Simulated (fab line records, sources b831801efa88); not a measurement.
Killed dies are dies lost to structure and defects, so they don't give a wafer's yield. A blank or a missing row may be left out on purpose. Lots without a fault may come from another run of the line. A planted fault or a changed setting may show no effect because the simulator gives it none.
Which tool did it? | flow sky130 | 7 lots, 21 wafers sampled, at 1 step of a route of 708

WHAT THE GAUGES READ, wafer by wafer
SKY_CAP2M_THK_MEAS_01.
lot  | measured     | on            | CAP2M_CVD_00_THK (nm)
L653 | day 39 19:22 | film_metro-04 | 15.76 15.34 15.62
L657 | day 41 05:02 | film_metro-01 | 15.59 15.63 15.56
L660 | day 42 02:13 | film_metro-01 | 15.07 15.48 15.58
L662 | day 42 17:04 | film_metro-02 | 15.32 15.60 15.77
L665 | day 43 14:00 | film_metro-02 | 15.07 15.26 15.46
L667 | day 44 08:02 | film_metro-04 | 15.41 15.38 15.83
L675 | day 45 22:40 | film_metro-01 | 15.24 15.08 15.43

WHICH TOOL RAN EACH LOT (tool, then ch and the chambers of the sampled wafers, then the start)
The record holds no process step before these readings.

THE ANSWER, worked out from the rows above alone
Rule: what is usual is taken from the lots themselves. Put in order of their means at a reading, lots are off if they are a third of the lots or fewer, leave a main group of 4 or more, and stand apart from it by a gap of 3 or more times the standard deviation of the main group's means; of several such gaps the widest counts. A main group whose means are all the same, to the digits that the tables above print for the reading, isn't used. A lot without any number at a reading at which 4 lots or more have one is off too. The other lots that the step has rows for count as sound.
No lot is off at any reading shown: from this, nothing can be told.

WHAT THE SIMULATOR HAD PUT IN
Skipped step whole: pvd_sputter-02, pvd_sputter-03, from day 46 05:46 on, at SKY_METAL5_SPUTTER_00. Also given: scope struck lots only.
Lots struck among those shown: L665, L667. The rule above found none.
